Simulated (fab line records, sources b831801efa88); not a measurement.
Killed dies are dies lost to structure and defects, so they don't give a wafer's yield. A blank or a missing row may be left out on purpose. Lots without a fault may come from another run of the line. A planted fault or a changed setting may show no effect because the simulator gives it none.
A struck lot beside a sound one | flow gf180mcu | 19 steps out of a route of 602
Sound: wafers L542.1, L542.3, L542.5. Struck: wafers L551.1, L551.2, L551.3. The cause comes at the end.
At each step with rows: each side's tool, then ch and its chambers, then its first start. Under that, the readings that differ: sound wafers | struck wafers | difference of the means | sigmas: that difference in standard deviations of wafers without a fault.
alike: readings whose means differ by less than 2 such deviations, and words and numbers that are the same on both sides. not compared: withheld readings, readings that some wafer has no value for, bounds like >300 that may hide the same value, and numbers for which the record gives no deviation and whose values overlap.
The two part at a step that has a row with sigmas, a row that says differs or no value, or rows on one side only. Numbers that don't overlap but have no deviation are shown without sigmas and don't part them. A reading that every wafer of one side lacks parts them only if that side has two wafers or more.

first, 1 step without rows for these wafers: GF_NSD_IMPLANT_10.
GF_NSD_STRIP_11: strips in O2/N2.
  sound on plasma_asher-03 ch 0,1, day 13 12:38; struck on plasma_asher-02 ch 0,1, day 17 03:29
  alike: drypump_motor_current_A, heater_power_w, oes_product_au, strip_time_to_endpoint_s
  not compared: rf_hours_counter_h
GF_NSD_TW_MEAS_12:
  sound on film_metro-02, day 13 12:44; struck on film_metro-03, day 17 03:35
  alike: NSD_TW
then, 7 steps without rows for these wafers: GF_PSD_DEHYDRATE_00 (time 60 s); GF_PSD_HMDS_01 (prime time 60 s); GF_PSD_COAT_02 (resist thk 1000 nm); GF_PSD_SOFTBAKE_03 (time 60 s); GF_PSD_EXPOSE_04 (exposes mask Pplus, target cd 400 nm); GF_PSD_PEB_05; GF_PSD_DEVELOP_06 (develop time 60 s).
GF_PSD_CD_MEAS_07: target cd 400 nm.
  sound on cd_sem-01, day 14 09:40; struck on cd_sem-01, day 18 03:22
  alike: cd_nm
GF_PSD_OVL_MEAS_08:
  sound on overlay-02, day 14 09:47; struck on overlay-02, day 18 03:29
  alike: PSD_OVL
GF_PSD_IMPLANT_09:
  sound on implanter-01 ch 0, day 14 09:49; struck on implanter-01 ch 0, day 18 03:31
  reading                   | sound             | struck            | difference | sigmas
  implant_ion_amu           | 49 49 49          | 11 11 11          | -38        |
  model.implant.rp_nm (nm)  | 31.25 31.25 31.25 | 134.3 134.3 134.3 | +103.1     |
  model.implant.drp_nm (nm) | 15.87 15.87 15.87 | 51.31 51.31 51.31 | +35.44     |
  alike: faraday_current_uA
GF_PSD_STRIP_10: strips in O2/N2.
  sound on plasma_asher-03 ch 0,1, day 14 09:58; struck on plasma_asher-04 ch 0,1, day 18 03:40
  reading                      | sound             | struck            | difference | sigmas
  oes_product_au (a.u.)        | 0.591 0.592 0.600 | 0.627 0.628 0.635 | +0.036     | +8
  strip_time_to_endpoint_s (s) | 16.49 16.48 16.56 | 14.84 14.85 14.83 | -1.67      | -40
  alike: drypump_motor_current_A, heater_power_w
  not compared: rf_hours_counter_h
GF_PSD_TW_MEAS_11:
  sound on film_metro-04, day 14 10:04; struck on film_metro-04, day 18 03:59
  reading | sound          | struck         | difference | sigmas
  PSD_TW  | 3208 3199 3215 | 2177 2180 2170 | -1032      | -40
  not compared: hold
GF_PSD_RTA_13: time 20 s.
  sound on rtp_anneal-02 ch 0, day 14 10:10; struck on rtp_anneal-01 ch 0, day 18 07:28
  reading            | sound          | struck         | difference | sigmas
  lamp_power_pct (%) | 32.1 32.1 32.0 | 33.0 33.0 33.0 | +0.9       | +2
  alike: wafer_temp_C_max
GF_PSD_RS_MEAS_14: measures by four-point-probe.
  sound on film_metro-04, day 14 10:15; struck on film_metro-04, day 18 07:34
  alike: NSD_RS
GF_PSD_RS_MEAS_15: measures by four-point-probe.
  sound on film_metro-04, day 14 10:22; struck on film_metro-04, day 18 08:01
  reading         | sound                | struck            | difference | sigmas
  PSD_RS (ohm/sq) | 108.10 108.49 108.25 | 79.07 79.00 79.33 | -29.15     | -99 or more
  not compared: hold
GF_PASSIVATION_PROBE_99:
  the record has rows for the sound wafers here (prober-02, day 29 11:20) and none for the struck ones

WHERE THEY PART
First at GF_PSD_STRIP_10; last, within this record, at GF_PASSIVATION_PROBE_99.

WHY: what the simulator had put in
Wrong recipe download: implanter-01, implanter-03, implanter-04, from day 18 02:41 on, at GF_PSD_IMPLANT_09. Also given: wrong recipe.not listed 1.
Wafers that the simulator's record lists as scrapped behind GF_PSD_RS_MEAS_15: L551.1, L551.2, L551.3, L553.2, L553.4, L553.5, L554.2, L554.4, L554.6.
